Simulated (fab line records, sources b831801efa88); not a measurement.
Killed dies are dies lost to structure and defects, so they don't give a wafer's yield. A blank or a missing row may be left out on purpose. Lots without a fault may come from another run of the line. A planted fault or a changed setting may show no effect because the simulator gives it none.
fab line records | flow gf180mcu
record lots=5 wafers=15 last_day=33
route steps=602 shown STI@24 DNWELL@32 NWELL@42 LVPWELL@54 MVSD@66
lots that met no fault: from a run of the same line without faults
start_h: hours from the record's first day to the start of the lot's first wafer shown | wait_h: hours since the lot's step before | " the same as in the row above | L1.1+2: a row that stands for several wafers | - no value, or no start given | * or withheld: withheld | < > ~ a bound
route shown NAME@n: a module of which the file shows steps, and the number in the route of the first | usual: mean/standard deviation of fault-free wafers | same: alike in all rows | chamber/n: place in a boat | sites: the reading at each site | _std_site: their standard deviation | _edge_site: outer sites' mean less inner sites' | radius_mm: how far each site lies from the wafer's centre | mask NAME#n: copy n | behind: the tool/chamber that last shaped the wafer | hold: why the lot was held/for how many hours/how that ended | device: the transistor (n, p or np) that didn't switch | end of line: the same wafers' tests at the end of the route | a step without rows: its recipe alone | killed: dies lost to structure and defects at the first sort, not the wafer's yield | map: a wafer's dies, x killed, . not, _ none there
set.NAME: the setting as run; set.NAME@STEP: as run at that earlier step | model.NAME: the simulator's own value behind a step, which no gauge read
lots at some steps of the route; a table a step, a row a wafer
services: from which hour (start_h, from the record's first day; less than 0 if before it) a tool's chamber was out of use, for how many hours, and why
## steps
# step GF_STI_CVD_23
# recipe material=SiO2 target_thk_nm=650 sigma_open_frac=0.3 time_s=108.3 temp_c=600 sih4_flow_sccm=60 pressure_mtorr=6
# columns lot.wafer tool chamber start_h wait_h
L074.1+3+4 hdpcvd-01 0,2,0 29.59 0.1
L076.2+3+4 hdpcvd-02 0,2,0 37.99 0.0
L088.2+3+5 hdpcvd-02 2,0,0 103.58 0.0
L092.2+5+6 hdpcvd-01 1,2,1 123.58 0.0
L093.4+5+6 hdpcvd-02 1,2,0 127.74 0.1
# step GF_STI_THK_MEAS_24
# recipe reads=SiO2_of_STI_CVD_23
# usual STI_CVD_23_THK=651/5.7
# columns lot.wafer tool chamber start_h wait_h STI_CVD_23_THK[nm]
L074.1 film_metro-04 - 29.67 0.0 648
L074.3 " - " " 653
L074.4 " - " " 654
L076.2 film_metro-04 - 38.07 0.0 651
L076.3 " - " " 649
L076.4 " - " " 653
L088.2 film_metro-04 - 103.67 0.0 659
L088.3 " - " " 665
L088.5 " - " " 659
L092.2 film_metro-03 - 123.66 0.0 643
L092.5 " - " " 647
L092.6 " - " " 645
L093.4 film_metro-01 - 127.81 0.0 637
L093.5 " - " " 648
L093.6 " - " " 645
# step GF_STI_CMP_25
# recipe stop_on=Si3N4 t_overpolish_s=33 down_force_psi=4 platen_rpm=60 target_thk_nm=524.6 pad_velocity_m_s=0.94248
# usual motor_current_A=12.4/1.4 overpolish_run_s=33.001/0.0092 time_to_endpoint_s=124/3.9
# columns lot.wafer tool chamber start_h wait_h motor_current_A overpolish_run_s time_to_endpoint_s
L074.1 cmp-01 2 29.73 0.1 12.4 33.009 121
L074.3 " 0 " " 12.6 32.988 120
L074.4 " 1 " " 14.6 32.995 124
L076.3 cmp-02 0 38.12 0.0 11.1 33.013 125
L076.2 " 1 " " 10.3 33.004 131
L076.4 " 2 " " 11.2 32.995 121
L088.2 cmp-01 0 103.77 0.1 11.6 32.998 126
L088.3 " 1 " " 14.1 32.997 132
L088.5 " 3 " " 11.8 33.010 128
L092.2 cmp-02 0 123.76 0.1 11.2 33.010 124
L092.5 " 3 " " 15.5 33.012 128
L092.6 " 0 " " 11.3 33.000 122
L093.4 cmp-01 2 127.89 0.1 12.0 32.992 122
L093.6 " 1 " " 13.8 32.986 122
L093.5 " 2 " " 12.2 32.998 123
# step GF_STI_WET_ETCH_26
# recipe chemistry=dHF target_depth_nm=94 target=SiO2 temp_c=25 dilution=10:1 time_s=188
# columns lot.wafer tool chamber start_h wait_h
L074.1+3+4 wet_bench-02 2 30.03 0.2
L076.2+3+4 wet_bench-02 0 38.42 0.2
L088.2+3+5 wet_bench-01 1 104.02 0.2
L092.2+5+6 wet_bench-01 0 124.01 0.2
L093.4+5+6 wet_bench-03 1 128.14 0.2
# step GF_STI_WET_ETCH_27
# recipe chemistry=H3PO4 target_depth_nm=160 target=Si3N4 temp_c=160 time_s=1825
# columns lot.wafer tool chamber start_h wait_h
L074.1+3+4 wet_bench-03 0 30.09 0.0
L076.2+3+4 wet_bench-03 2 38.48 0.0
L088.2+3+5 wet_bench-01 0 104.08 0.0
L092.2+5+6 wet_bench-01 3 124.07 0.0
L093.4+5+6 wet_bench-02 0 128.20 0.0
# step GF_STI_WET_ETCH_28
# recipe chemistry=dHF target_depth_nm=20 dry=ipa_marangoni target=SiO2 temp_c=25 dilution=10:1 time_s=40
# columns lot.wafer tool chamber start_h wait_h
L074.1+3+4 wet_bench-02 0 30.61 0.0
L076.2+3+4 wet_bench-02 1 39.00 0.0
L088.2+3+5 wet_bench-03 2 104.64 0.0
L092.2+5+6 wet_bench-03 1 124.59 0.0
L093.4+5+6 wet_bench-01 1 128.71 0.0
# step GF_STI_OXIDATION_29
# recipe temp_c=900 ambient=O2 stabilise_s=600 purge_s=300 target_thk_a=100 ox_time_s=1418
# usual tube_center_temp_C=899.99/0.085 zone_power_upper_pct=17.12/0.24
# same ox_time_s=1418
# columns lot.wafer tool chamber start_h wait_h tube_center_temp_C zone_power_upper_pct
L074.1 furnace-02 0 31.12 0.5 899.97 17.34
L074.3 " 0 " " 900.02 17.38
L074.4 " 0 " " 899.98 17.24
L076.2 furnace-01 0 39.18 0.2 899.96 16.80
L076.3 " 0 " " 899.94 16.89
L076.4 " 0 " " 899.96 16.96
L088.2 furnace-02 0 104.72 0.1 899.87 17.13
L088.3 " 0 " " 899.81 17.44
L088.5 " 0 " " 900.05 17.49
L092.2 furnace-02 0 124.61 0.0 900.04 17.46
L092.5 " 0 " " 900.17 17.34
L092.6 " 0 " " 900.12 17.56
L093.4 furnace-01 0 128.89 0.2 899.97 17.15
L093.5 " 0 " " 899.99 16.84
L093.6 " 0 " " 900.09 17.18
# step GF_STI_THK_MEAS_30
# recipe reads=SiO2_of_STI_OXIDATION_29
# usual STI_OXIDATION_02_THK=10.04/0.18
# columns lot.wafer tool chamber start_h wait_h STI_OXIDATION_02_THK[nm]
L074.1 film_metro-01 - 32.52 0.0 10.28
L074.3 " - " " 10.25
L074.4 " - " " 10.19
L076.2 film_metro-03 - 40.58 0.0 10.18
L076.3 " - " " 10.09
L076.4 " - " " 10.16
L088.2 film_metro-04 - 106.12 0.0 9.82
L088.3 " - " " 9.91
L088.5 " - " " 10.00
L092.2 film_metro-04 - 126.01 0.0 9.76
L092.5 " - " " 9.72
L092.6 " - " " 9.86
L093.4 film_metro-03 - 130.31 0.0 9.95
L093.5 " - " " 10.23
L093.6 " - " " 10.14
# step GF_DNWELL_DEHYDRATE_00
# recipe temp_c=200 time_s=60
# columns lot.wafer tool chamber start_h wait_h
L074.1+3+4 litho_track-04 0 37.96 5.4
L076.2+3+4 litho_track-04 0 45.93 5.3
L088.2+3+5 litho_track-04 0 112.63 6.5
L092.2+5+6 litho_track-02 0 133.04 7.0
L093.4+5+6 litho_track-01 0 137.37 7.0
# step GF_DNWELL_HMDS_01
# recipe prime_time_s=60 prime_temp_c=120
# usual prime_temp_c=120.03/0.13
# same prime_time_s=60
# columns lot.wafer tool chamber start_h wait_h prime_temp_c
L074.1 litho_track-04 0 38.11 0.1 120.14
L074.3 " 0 " " 120.17
L074.4 " 0 " " 120.10
L076.2 litho_track-04 0 46.08 0.1 120.21
L076.3 " 0 " " 120.18
L076.4 " 0 " " 119.81
L088.2 litho_track-04 0 112.78 0.1 120.28
L088.3 " 0 " " 120.08
L088.5 " 0 " " 120.19
L092.2 litho_track-02 0 133.19 0.1 119.80
L092.5 " 0 " " 119.97
L092.6 " 0 " " 119.75
L093.4 litho_track-01 0 137.52 0.1 120.01
L093.5 " 0 " " 120.12
L093.6 " 0 " " 120.11
# step GF_DNWELL_COAT_02
# recipe spin_rpm=2000 resist_thk_nm=3000
# columns lot.wafer tool chamber start_h wait_h
L074.1+3+4 litho_track-04 0 38.26 0.1
L076.2+3+4 litho_track-04 0 46.23 0.1
L088.2+3+5 litho_track-04 0 112.93 0.1
L092.2+5+6 litho_track-02 0 133.34 0.1
L093.4+5+6 litho_track-01 0 137.67 0.1
# step GF_DNWELL_SOFTBAKE_03
# recipe temp_c=110 time_s=withheld
# columns lot.wafer tool chamber start_h wait_h
L074.1+3+4 litho_track-04 0 38.41 0.1
L076.2+3+4 litho_track-04 0 46.39 0.1
L088.2+3+5 litho_track-04 0 113.09 0.1
L092.2+5+6 litho_track-02 0 133.50 0.1
L093.4+5+6 litho_track-01 0 137.85 0.1
# step GF_DNWELL_EXPOSE_04
# recipe mask_id=DNWELL target_cd_nm=1700 na=0.6 source_shape=conventional sigma_outer=0.6 dose_mj=260
# same sigma_outer=0.6
# columns lot.wafer tool chamber start_h wait_h mask
L074.1+3+4 iline_stepper-01 0 - - DNWELL#0
L076.2+3+4 iline_stepper-01 0 - - DNWELL#0
L088.2+3+5 iline_stepper-01 0 - - DNWELL#0
L092.2+5+6 iline_stepper-02 0 - - DNWELL#0
L093.4+5+6 iline_stepper-02 0 - - DNWELL#0
# step GF_DNWELL_PEB_05
# recipe temp_c=115 time_s=withheld
# columns lot.wafer tool chamber start_h wait_h
L074.1+3+4 litho_track-01 0 - -
L076.2+3+4 litho_track-02 0 - -
L088.2+3+5 litho_track-04 0 - -
L092.2+5+6 litho_track-02 0 - -
L093.4+5+6 litho_track-04 0 - -
# step GF_DNWELL_DEVELOP_06
# recipe wall_angle_deg=90 develop_time_s=60 dev_temp_c=23
# columns lot.wafer tool chamber start_h wait_h
L074.1+3+4 litho_track-01 0 - -
L076.2+3+4 litho_track-02 0 - -
L088.2+3+5 litho_track-04 0 - -
L092.2+5+6 litho_track-02 0 - -
L093.4+5+6 litho_track-04 0 - -
# step GF_DNWELL_IMPLANT_07
# recipe species=P energy_kev=1500 dose_cm2=1e+13 tilt_deg=0
# columns lot.wafer tool chamber start_h wait_h
L074.1+3+4 implanter-03 0 44.15 -
L076.2+3+4 implanter-03 0 52.65 -
L088.2+3+5 implanter-01 0 120.63 -
L092.2+5+6 implanter-01 0 140.59 -
L093.4+5+6 implanter-01 0 145.58 -
# step GF_DNWELL_STRIP_08
# recipe chemistry=O2/N2 power_w=1400 pressure_mtorr=1500 platen_temp_c=250 o2_flow_sccm=3000 n2_flow_sccm=300 overash_fraction=0.5
# usual drypump_motor_current_A=6.14/0.17 heater_power_w=307/34 n2_flow_sccm=300.0/0.78 oes_product_au=0.723/0.005 strip_time_to_endpoint_s=36.96/0.1
# same overash_fraction=0.5
# columns lot.wafer tool chamber start_h wait_h drypump_motor_current_A heater_power_w n2_flow_sccm oes_product_au rf_hours_counter_h strip_time_to_endpoint_s
L074.1 plasma_asher-04 0 44.30 0.1 5.98 297 299.4 0.729 40 37.16
L074.3 " 1 " " 6.17 254 300.1 0.726 - 37.13
L074.4 " 0 " " 5.96 287 300.2 0.722 - 37.10
L076.2 plasma_asher-04 0 52.77 0.1 5.96 291 299.7 0.719 41 36.92
L076.3 " 0 " " 5.96 294 300.3 0.728 - 37.02
L076.4 " 1 " " 6.18 263 300.0 0.717 - 36.88
L088.2 plasma_asher-01 0 120.75 0.1 6.47 332 300.8 0.730 34 37.04
L088.3 " 1 " " 6.05 304 299.1 0.719 - 37.02
L088.5 " 1 " " 6.04 315 298.7 0.731 - 37.09
L092.2 plasma_asher-03 0 140.72 0.1 6.15 356 299.9 0.718 49 36.95
L092.5 " 1 " " 6.14 341 299.0 0.720 - 37.09
L092.6 " 0 " " 6.13 368 299.9 0.726 - 37.08
L093.4 plasma_asher-03 0 145.69 0.1 6.09 366 301.8 0.728 - 36.89
L093.5 " 1 " " 6.15 343 300.1 0.717 - 36.85
L093.6 " 0 " " 6.11 368 301.1 0.726 - 36.94
# step GF_DNWELL_TW_MEAS_09
# usual DNWELL_TW=1349/9.2
# columns lot.wafer tool chamber start_h wait_h DNWELL_TW
L074.1 film_metro-02 - 44.40 0.1 1345
L074.3 " - " " 1338
L074.4 " - " " 1338
L076.2 film_metro-03 - 52.88 0.1 1355
L076.3 " - " " 1360
L076.4 " - " " 1350
L088.2 film_metro-03 - 120.86 0.1 1366
L088.3 " - " " 1361
L088.5 " - " " 1365
L092.2 film_metro-04 - 140.86 0.1 1339
L092.5 " - " " 1333
L092.6 " - " " 1340
L093.4 film_metro-04 - 145.78 0.1 1343
L093.5 " - " " 1340
L093.6 " - " " 1344
# step GF_NWELL_DEHYDRATE_00
# recipe temp_c=200 time_s=60
# columns lot.wafer tool chamber start_h wait_h
L074.1+3+4 litho_track-04 0 49.90 5.5
L076.2+3+4 litho_track-03 0 58.90 6.0
L088.2+3+5 litho_track-03 0 127.10 6.2
L092.2+5+6 litho_track-03 0 148.20 7.3
L093.4+5+6 litho_track-04 0 153.43 7.6
# step GF_NWELL_HMDS_01
# recipe prime_time_s=60 prime_temp_c=120
# usual prime_temp_c=119.97/0.14
# same prime_time_s=60
# columns lot.wafer tool chamber start_h wait_h prime_temp_c
L074.1 litho_track-04 0 50.05 0.1 119.89
L074.3 " 0 " " 119.92
L074.4 " 0 " " 119.83
L076.2 litho_track-03 0 59.05 0.1 120.02
L076.3 " 0 " " 120.09
L076.4 " 0 " " 119.77
L088.2 litho_track-03 0 127.25 0.1 119.93
L088.3 " 0 " " 119.72
L088.5 " 0 " " 119.96
L092.2 litho_track-03 0 148.35 0.1 120.02
L092.5 " 0 " " 120.25
L092.6 " 0 " " 120.37
L093.4 litho_track-04 0 153.58 0.1 120.01
L093.5 " 0 " " 119.86
L093.6 " 0 " " 119.77
# step GF_NWELL_COAT_02
# recipe spin_rpm=2000 resist_thk_nm=3000
# columns lot.wafer tool chamber start_h wait_h
L074.1+3+4 litho_track-04 0 50.20 0.1
L076.2+3+4 litho_track-03 0 59.20 0.1
L088.2+3+5 litho_track-03 0 127.40 0.1
L092.2+5+6 litho_track-03 0 148.50 0.1
L093.4+5+6 litho_track-04 0 153.73 0.1
# step GF_NWELL_SOFTBAKE_03
# recipe temp_c=110 time_s=withheld
# columns lot.wafer tool chamber start_h wait_h
L074.1+3+4 litho_track-04 0 50.35 0.1
L076.2+3+4 litho_track-03 0 59.36 0.1
L088.2+3+5 litho_track-03 0 127.55 0.1
L092.2+5+6 litho_track-03 0 148.65 0.1
L093.4+5+6 litho_track-04 0 153.90 0.1
# step GF_NWELL_EXPOSE_04
# recipe mask_id=Nwell target_cd_nm=860 na=0.6 source_shape=conventional sigma_outer=0.6 dose_mj=260
# same sigma_outer=0.6
# columns lot.wafer tool chamber start_h wait_h mask
L074.1+3+4 iline_stepper-02 0 - - Nwell#0
L076.2+3+4 iline_stepper-01 0 - - Nwell#0
L088.2+3+5 iline_stepper-02 0 - - Nwell#0
L092.2+5+6 iline_stepper-02 0 - - Nwell#0
L093.4+5+6 iline_stepper-01 0 - - Nwell#0
# step GF_NWELL_PEB_05
# recipe temp_c=115 time_s=withheld
# columns lot.wafer tool chamber start_h wait_h
L074.1+3+4 litho_track-04 0 - -
L076.2+3+4 litho_track-03 0 - -
L088.2+3+5 litho_track-04 0 - -
L092.2+5+6 litho_track-04 0 - -
L093.4+5+6 litho_track-02 0 - -
# step GF_NWELL_DEVELOP_06
# recipe wall_angle_deg=90 develop_time_s=60 dev_temp_c=23
# columns lot.wafer tool chamber start_h wait_h
L074.1+3+4 litho_track-04 0 - -
L076.2+3+4 litho_track-03 0 - -
L088.2+3+5 litho_track-04 0 - -
L092.2+5+6 litho_track-04 0 - -
L093.4+5+6 litho_track-02 0 - -
# step GF_NWELL_OVL_MEAS_07
# usual NWELL_OVL=0.6/1.5
# columns lot.wafer tool chamber start_h wait_h NWELL_OVL[nm]
L074.1 overlay-01 - 57.15 - 2.2
L074.3 " - " " -0.3
L074.4 " - " " 0.2
L076.2 overlay-02 - 65.58 - 2.7
L076.3 " - " " 1.4
L076.4 " - " " 2.3
L088.2 overlay-02 - 134.81 - 1.2
L088.3 " - " " -0.7
L088.5 " - " " -1.6
L092.2 overlay-01 - 156.31 - -1.9
L092.5 " - " " -3.1
L092.6 " - " " -2.4
L093.4 overlay-01 - 162.24 - 0.6
L093.5 " - " " -0.4
L093.6 " - " " 0.5
# step GF_NWELL_IMPLANT_08
# recipe species=P energy_kev=450 dose_cm2=1.5e+13 tilt_deg=0
# columns lot.wafer tool chamber start_h wait_h
L074.1+3+4 implanter-03 0 57.19 0.0
L076.2+3+4 implanter-02 0 65.86 0.3
L088.2+3+5 implanter-04 0 134.86 0.0
L092.2+5+6 implanter-04 0 156.36 0.0
L093.4+5+6 implanter-04 0 162.33 0.1
# step GF_NWELL_IMPLANT_09
# recipe species=P energy_kev=160 dose_cm2=4e+12 tilt_deg=0
# columns lot.wafer tool chamber start_h wait_h
L074.1+3+4 implanter-03 0 57.34 0.1
L076.2+3+4 implanter-02 0 66.01 0.1
L088.2+3+5 implanter-04 0 135.01 0.1
L092.2+5+6 implanter-04 0 156.51 0.1
L093.4+5+6 implanter-04 0 162.48 0.1
# step GF_NWELL_STRIP_10
# recipe chemistry=O2/N2 power_w=1400 pressure_mtorr=1500 platen_temp_c=250 o2_flow_sccm=3000 n2_flow_sccm=300 overash_fraction=0.5
# usual drypump_motor_current_A=6.0/0.34 heater_power_w=304/24 n2_flow_sccm=300.0/0.83 oes_product_au=0.723/0.0049 strip_time_to_endpoint_s=36.96/0.11
# same overash_fraction=0.5
# columns lot.wafer tool chamber start_h wait_h drypump_motor_current_A heater_power_w n2_flow_sccm oes_product_au rf_hours_counter_h strip_time_to_endpoint_s
L074.1 plasma_asher-02 1 57.49 0.1 5.5 323 301.4 0.721 36 36.97
L074.3 " 0 " " 6.3 293 300.8 0.721 - 37.02
L074.4 " 1 " " 5.5 341 298.8 0.721 - 37.00
L076.2 plasma_asher-04 1 66.13 0.1 6.2 250 298.8 0.713 43 36.86
L076.3 " 0 " " 6.0 300 297.9 0.736 - 36.75
L076.4 " 1 " " 6.2 263 301.6 0.722 - 36.83
L088.2 plasma_asher-01 0 135.14 0.1 6.5 321 299.8 0.715 35 36.93
L088.3 " 1 " " 6.0 315 298.9 0.725 - 36.88
L088.5 " 1 " " 6.0 314 298.6 0.729 - 36.92
L092.2 plasma_asher-04 0 156.64 0.1 6.0 281 300.2 0.720 4 36.97
L092.5 " 0 " " 6.0 283 301.2 0.719 - 37.02
L092.6 " 1 " " 6.2 260 299.8 0.725 - 37.06
L093.4 plasma_asher-01 0 162.59 0.1 6.5 331 300.1 0.727 - 36.95
L093.5 " 1 " " 6.0 310 299.7 0.718 - 36.92
L093.6 " 0 " " 6.5 330 299.9 0.720 - 36.93
# step GF_NWELL_TW_MEAS_11
# usual NWELL_TW=1575/11
# columns lot.wafer tool chamber start_h wait_h NWELL_TW
L074.1 film_metro-04 - 57.59 0.1 1561
L074.3 " - " " 1562
L074.4 " - " " 1559
L076.2 film_metro-01 - 66.24 0.1 1595
L076.3 " - " " 1602
L076.4 " - " " 1588
L088.2 film_metro-01 - 135.25 0.1 1593
L088.3 " - " " 1576
L088.5 " - " " 1585
L092.2 film_metro-01 - 156.75 0.1 1581
L092.5 " - " " 1580
L092.6 " - " " 1586
L093.4 film_metro-01 - 162.68 0.1 1582
L093.5 " - " " 1591
L093.6 " - " " 1576
# step GF_LVPWELL_DEHYDRATE_00
# recipe temp_c=200 time_s=60
# columns lot.wafer tool chamber start_h wait_h
L074.1+3+4 litho_track-03 0 63.02 5.4
L076.2+3+4 litho_track-03 0 72.90 6.6
L088.2+3+5 litho_track-03 0 142.50 7.2
L092.2+5+6 litho_track-03 0 163.80 7.0
L093.4+5+6 litho_track-02 0 170.14 7.4
# step GF_LVPWELL_HMDS_01
# recipe prime_time_s=60 prime_temp_c=120
# usual prime_temp_c=119.99/0.13
# same prime_time_s=60
# columns lot.wafer tool chamber start_h wait_h prime_temp_c
L074.1 litho_track-03 0 63.17 0.1 119.82
L074.3 " 0 " " 119.97
L074.4 " 0 " " 119.77
L076.2 litho_track-03 0 73.05 0.1 120.01
L076.3 " 0 " " 120.10
L076.4 " 0 " " 120.11
L088.2 litho_track-03 0 142.65 0.1 120.21
L088.3 " 0 " " 120.03
L088.5 " 0 " " 120.30
L092.2 litho_track-03 0 163.95 0.1 119.96
L092.5 " 0 " " 119.88
L092.6 " 0 " " 119.99
L093.4 litho_track-02 0 170.29 0.1 120.08
L093.5 " 0 " " 119.98
L093.6 " 0 " " 119.97
# step GF_LVPWELL_COAT_02
# recipe spin_rpm=2000 resist_thk_nm=3000
# columns lot.wafer tool chamber start_h wait_h
L074.1+3+4 litho_track-03 0 63.32 0.1
L076.2+3+4 litho_track-03 0 73.20 0.1
L088.2+3+5 litho_track-03 0 142.80 0.1
L092.2+5+6 litho_track-03 0 164.10 0.1
L093.4+5+6 litho_track-02 0 170.44 0.1
# step GF_LVPWELL_SOFTBAKE_03
# recipe temp_c=110 time_s=withheld
# columns lot.wafer tool chamber start_h wait_h
L074.1+3+4 litho_track-03 0 63.47 0.1
L076.2+3+4 litho_track-03 0 73.36 0.1
L088.2+3+5 litho_track-03 0 142.95 0.1
L092.2+5+6 litho_track-03 0 164.25 0.1
L093.4+5+6 litho_track-02 0 170.62 0.1
# step GF_LVPWELL_EXPOSE_04
# recipe mask_id=LVPWELL target_cd_nm=600 na=0.6 source_shape=conventional sigma_outer=0.6 dose_mj=260
# same sigma_outer=0.6
# columns lot.wafer tool chamber start_h wait_h mask
L074.1+3+4 iline_stepper-02 0 - - LVPWELL#0
L076.2+3+4 iline_stepper-01 0 - - LVPWELL#0
L088.2+3+5 iline_stepper-01 0 - - LVPWELL#0
L092.2+5+6 iline_stepper-02 0 - - LVPWELL#0
L093.4+5+6 iline_stepper-01 0 - - LVPWELL#0
# step GF_LVPWELL_PEB_05
# recipe temp_c=115 time_s=withheld
# columns lot.wafer tool chamber start_h wait_h
L074.1+3+4 litho_track-02 0 - -
L076.2+3+4 litho_track-03 0 - -
L088.2+3+5 litho_track-01 0 - -
L092.2+5+6 litho_track-03 0 - -
L093.4+5+6 litho_track-02 0 - -
# step GF_LVPWELL_DEVELOP_06
# recipe wall_angle_deg=90 develop_time_s=60 dev_temp_c=23
# columns lot.wafer tool chamber start_h wait_h
L074.1+3+4 litho_track-02 0 - -
L076.2+3+4 litho_track-03 0 - -
L088.2+3+5 litho_track-01 0 - -
L092.2+5+6 litho_track-03 0 - -
L093.4+5+6 litho_track-02 0 - -
# step GF_LVPWELL_OVL_MEAS_07
# usual LVPWELL_OVL=0.1/1.2
# columns lot.wafer tool chamber start_h wait_h LVPWELL_OVL[nm]
L074.1 overlay-01 - 70.47 - 0.4
L074.3 " - " " -0.9
L074.4 " - " " -1.8
L076.2 overlay-01 - 79.48 - 2.1
L076.3 " - " " 1.0
L076.4 " - " " 1.2
L088.2 overlay-02 - 150.40 - 1.8
L088.3 " - " " 1.2
L088.5 " - " " 1.3
L092.2 overlay-01 - 172.58 - 0.8
L092.5 " - " " -0.5
L092.6 " - " " -1.2
L093.4 overlay-02 - 178.44 - -0.5
L093.5 " - " " 0.6
L093.6 " - " " 0.6
# step GF_LVPWELL_IMPLANT_08
# recipe species=B energy_kev=170 dose_cm2=1.5e+13 tilt_deg=0
# columns lot.wafer tool chamber start_h wait_h
L074.1+3+4 implanter-02 0 70.51 0.0
L076.2+3+4 implanter-02 0 79.53 0.0
L088.2+3+5 implanter-02 0 150.46 0.0
L092.2+5+6 implanter-02 0 172.63 0.0
L093.4+5+6 implanter-01 0 178.53 0.1
# step GF_LVPWELL_IMPLANT_09
# recipe species=B energy_kev=60 dose_cm2=5e+12 tilt_deg=0
# columns lot.wafer tool chamber start_h wait_h
L074.1+3+4 implanter-02 0 70.66 0.1
L076.2+3+4 implanter-02 0 79.68 0.1
L088.2+3+5 implanter-02 0 150.61 0.1
L092.2+5+6 implanter-02 0 172.78 0.1
L093.4+5+6 implanter-01 0 178.68 0.1
# step GF_LVPWELL_STRIP_10
# recipe chemistry=O2/N2 power_w=1400 pressure_mtorr=1500 platen_temp_c=250 o2_flow_sccm=3000 n2_flow_sccm=300 overash_fraction=0.5
# usual drypump_motor_current_A=6.14/0.28 heater_power_w=327/21 n2_flow_sccm=299.9/0.84 oes_product_au=0.722/0.0042 strip_time_to_endpoint_s=36.92/0.1
# same overash_fraction=0.5
# columns lot.wafer tool chamber start_h wait_h drypump_motor_current_A heater_power_w n2_flow_sccm oes_product_au rf_hours_counter_h strip_time_to_endpoint_s
L074.1 plasma_asher-02 0 70.81 0.1 6.25 297 299.4 0.723 37 36.84
L074.3 " 1 " " 5.50 333 299.8 0.726 - 36.79
L074.4 " 0 " " 6.25 300 300.2 0.720 - 36.79
L076.2 plasma_asher-02 1 79.81 0.1 5.46 338 297.6 0.723 39 36.87
L076.3 " 1 " " 5.50 334 299.1 0.712 - 36.96
L076.4 " 0 " " 6.27 297 302.4 0.721 - 36.92
L088.2 plasma_asher-01 0 150.73 0.1 6.52 324 301.6 0.728 37 37.07
L088.3 " 1 " " 6.03 314 301.7 0.726 - 37.02
L088.5 " 0 " " 6.53 326 300.5 0.726 - 37.24
L092.2 plasma_asher-03 0 172.91 0.1 6.14 354 301.2 0.720 52 36.92
L092.5 " 1 " " 6.15 339 301.0 0.718 - 36.80
L092.6 " 0 " " 6.13 363 300.9 0.717 - 36.91
L093.4 plasma_asher-01 1 178.79 0.1 6.03 311 299.2 0.720 - 36.94
L093.5 " 0 " " 6.50 322 299.1 0.727 - 37.02
L093.6 " 1 " " 6.02 310 299.8 0.722 - 36.97
# step GF_LVPWELL_TW_MEAS_11
# usual LVPWELL_TW=559/3.4
# columns lot.wafer tool chamber start_h wait_h LVPWELL_TW
L074.1 film_metro-04 - 70.91 0.1 556
L074.3 " - " " 556
L074.4 " - " " 554
L076.2 film_metro-04 - 79.92 0.1 556
L076.3 " - " " 556
L076.4 " - " " 554
L088.2 film_metro-04 - 150.84 0.1 558
L088.3 " - " " 555
L088.5 " - " " 552
L092.2 film_metro-04 - 173.02 0.1 560
L092.5 " - " " 561
L092.6 " - " " 557
L093.4 film_metro-02 - 178.89 0.1 558
L093.5 " - " " 555
L093.6 " - " " 557
# step GF_MVSD_DEHYDRATE_00
# recipe temp_c=200 time_s=60
# columns lot.wafer tool chamber start_h wait_h
L074.1+3+4 litho_track-03 0 76.77 5.9
L076.2+3+4 litho_track-01 0 86.17 6.2
L088.2+3+5 litho_track-04 0 157.98 7.1
L092.2+5+6 litho_track-01 0 179.92 6.9
L093.4+5+6 litho_track-03 0 186.30 7.4
# step GF_MVSD_HMDS_01
# recipe prime_time_s=60 prime_temp_c=120
# usual prime_temp_c=119.98/0.12
# same prime_time_s=60
# columns lot.wafer tool chamber start_h wait_h prime_temp_c
L074.1 litho_track-03 0 76.92 0.1 120.17
L074.3 " 0 " " 120.24
L074.4 " 0 " " 119.90
L076.2 litho_track-01 0 86.32 0.1 120.11
L076.3 " 0 " " 120.29
L076.4 " 0 " " 120.17
L088.2 litho_track-04 0 158.13 0.1 120.03
L088.3 " 0 " " 119.99
L088.5 " 0 " " 120.14
L092.2 litho_track-01 0 180.07 0.1 120.23
L092.5 " 0 " " 119.86
L092.6 " 0 " " 119.94
L093.4 litho_track-03 0 186.45 0.1 119.86
L093.5 " 0 " " 119.75
L093.6 " 0 " " 119.77
# step GF_MVSD_COAT_02
# recipe spin_rpm=2000 resist_thk_nm=3000
# columns lot.wafer tool chamber start_h wait_h
L074.1+3+4 litho_track-03 0 77.07 0.1
L076.2+3+4 litho_track-01 0 86.47 0.1
L088.2+3+5 litho_track-04 0 158.28 0.1
L092.2+5+6 litho_track-01 0 180.22 0.1
L093.4+5+6 litho_track-03 0 186.60 0.1
# step GF_MVSD_SOFTBAKE_03
# recipe temp_c=110 time_s=withheld
# columns lot.wafer tool chamber start_h wait_h
L074.1+3+4 litho_track-03 0 77.22 0.1
L076.2+3+4 litho_track-01 0 86.63 0.1
L088.2+3+5 litho_track-04 0 158.44 0.1
L092.2+5+6 litho_track-01 0 180.38 0.1
L093.4+5+6 litho_track-03 0 186.77 0.1
# step GF_MVSD_EXPOSE_04
# recipe mask_id=MVSD target_cd_nm=1000 na=0.6 source_shape=conventional sigma_outer=0.6 dose_mj=260
# same sigma_outer=0.6
# columns lot.wafer tool chamber start_h wait_h mask
L074.1+3+4 iline_stepper-01 0 - - MVSD#0
L076.2+3+4 iline_stepper-01 0 - - MVSD#0
L088.2+3+5 iline_stepper-02 0 - - MVSD#0
L092.2+5+6 iline_stepper-02 0 - - MVSD#0
L093.4+5+6 iline_stepper-01 0 - - MVSD#0
# step GF_MVSD_PEB_05
# recipe temp_c=115 time_s=withheld
# columns lot.wafer tool chamber start_h wait_h
L074.1+3+4 litho_track-03 0 - -
L076.2+3+4 litho_track-03 0 - -
L088.2+3+5 litho_track-04 0 - -
L092.2+5+6 litho_track-04 0 - -
L093.4+5+6 litho_track-04 0 - -
## services
# columns tool chamber start_h hours kind
furnace-02 - 7.83 2.6 pm
plasma_asher-03 - 22.50 0.5 repair
cmp-01 - 27.05 1.1 repair
implanter-01 - 27.74 3.2 pm
implanter-01 - 34.25 4.9 repair
iline_stepper-01 - 48.26 7.8 repair
implanter-02 - 53.03 0.5 repair
plasma_asher-03 - 53.38 5.2 repair
implanter-02 - 57.81 2.8 repair
implanter-03 - 61.85 8.0 repair
cmp-01 - 64.22 4.0 pm
plasma_asher-02 - 73.38 0.6 repair
cmp-01 - 100.18 0.7 repair
plasma_asher-04 - 102.36 1.9 repair
plasma_asher-04 - 108.75 9.0 pm
iline_stepper-01 - 116.55 1.7 pm
furnace-02 - 126.00 4.7 pm
plasma_asher-03 - 132.08 4.1 repair
implanter-02 - 162.07 3.6 pm
implanter-04 - 163.96 9.5 repair
implanter-04 - 164.58 0.6 repair
implanter-02 - 170.73 1.8 repair
iline_stepper-02 - 183.76 1.7 pm
wet_bench-03 - 193.48 8.0 repair
## key
fault none
